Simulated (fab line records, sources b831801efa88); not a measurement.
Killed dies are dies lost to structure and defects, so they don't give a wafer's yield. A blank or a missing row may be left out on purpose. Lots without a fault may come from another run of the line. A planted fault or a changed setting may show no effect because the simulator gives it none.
Split-lot experiment | flow sfq_line | 5 lots, 23 wafers read, on a route of 325 steps

THE SPLIT
At SFQ_TRILAYER_M5_ETCH_METAL_ETCH_126 (etches Nb in Cl2/BCl3, stops on SiO2, time 203.2 s, target depth 265 nm), the setting icp_w was moved away from the recipe's 600 W on 7 of the 23 wafers read, by -11.0% to +4.0%. The other wafers ran this setting at the recipe's value.

The reading is taken at the split's own step.

THE READING
KrF_of_TRILAYER_M5_LITHO_COAT_123.thk_nm (the simulator's own value, which no gauge read), in nm, at SFQ_TRILAYER_M5_ETCH_METAL_ETCH_126 (etches Nb in Cl2/BCl3, stops on SiO2, time 203.2 s, target depth 265 nm). The file gives no usual value for it. The 16 wafers here that ran the recipe average 367.3 nm, standard deviation 2.1 nm.

wafer  | tool, chamber at the split | icp_w as run, W | against the recipe | KrF_of_TRILAYER_M5_LITHO_COAT_123.thk_nm, nm | against lot-mates on the recipe
L074.1 | rie_metal-03, 1            | 600             | recipe             | 368.7                                        | -
L074.2 | rie_metal-03, 0            | 600             | recipe             | 366.2                                        | -
L074.3 | rie_metal-03, 0            | 563             | -6.2%              | 372.1                                        | +3.7
L074.4 | rie_metal-03, 1            | 600             | recipe             | 370.3                                        | -
L074.6 | rie_metal-03, 0            | 563             | -6.2%              | 374.2                                        | +5.8
L076.1 | rie_metal-02, 1            | 600             | recipe             | 366.8                                        | -
L076.2 | rie_metal-02, 0            | 600             | recipe             | 365.5                                        | -
L076.3 | rie_metal-02, 0            | 600             | recipe             | 363                                          | -
L076.5 | rie_metal-02, 1            | 534             | -11.0%             | 379.3                                        | +14.2
L076.6 | rie_metal-02, 0            | 534             | -11.0%             | 378.4                                        | +13.3
L080.1 | rie_metal-03, 1            | 624.1           | +4.0%              | 364                                          | -3.8
L080.2 | rie_metal-03, 0            | 600             | recipe             | 366.9                                        | -
L080.3 | rie_metal-03, 0            | 624.1           | +4.0%              | 361.8                                        | -5.9
L080.4 | rie_metal-03, 1            | 600             | recipe             | 368.6                                        | -
L080.5 | rie_metal-03, 0            | 624.1           | +4.0%              | 363.7                                        | -4.1
L081.1 | rie_metal-03, 0            | 600             | recipe             | 365.2                                        | -
L081.2 | rie_metal-03, 1            | 600             | recipe             | 367.2                                        | -
L081.4 | rie_metal-03, 1            | 600             | recipe             | 369.8                                        | -
L081.5 | rie_metal-03, 1            | 600             | recipe             | 368.4                                        | -
L081.6 | rie_metal-03, 0            | 600             | recipe             | 364.1                                        | -
L082.1 | rie_metal-03, 1            | 600             | recipe             | 368.9                                        | -
L082.2 | rie_metal-03, 1            | 600             | recipe             | 368                                          | -
L082.4 | rie_metal-03, 1            | 600             | recipe             | 369.8                                        | -

THE FIT
A straight line over all 23 wafers: KrF_of_TRILAYER_M5_LITHO_COAT_123.thk_nm changes by -1.03 nm for each +1% of icp_w; r = -0.91; the points scatter about the line by 1.9 nm.
The same after taking each lot's own level away (the mean of its wafers on the recipe; 23 wafers): -1.14 nm for each +1%; r = -0.94; scatter 1.7 nm.
On that fit, the largest move of icp_w shifts the reading by 13 nm.
The lots' own levels span 365.10 to 368.90 nm, that is 1.9 times the standard deviation above.
So the lot-to-lot level changes the slope: the two fits differ.
Check: with one of the wafers moved furthest among these (-11.0%) left out of the fit, the line predicts +11.6 nm for it against its lot-mates. It came out at +14.2 nm against them.

OTHER SPLITS ON THESE WAFERS
These wafers also went through other splits before the reading. Each is held against what the fit with the lots' levels taken away leaves over:
other split on the same wafers              | wafers away from the commonest value | r with KrF_of_TRILAYER_M5_LITHO_COAT_123.thk_nm (lot level and that fit taken away)
SFQ_TRILAYER_JJ_CE_LITHO_PEB_117 peb_time_s | 9                                    | +0.06
SFQ_TRILAYER_M5_LITHO_PEB_126 peb_time_s    | 8                                    | -0.14

THE FILE'S OWN FIT
KrF_of_TRILAYER_M5_LITHO_COAT_123.thk_nm changes by -1.13 nm for each +1% of icp_w, r = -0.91.
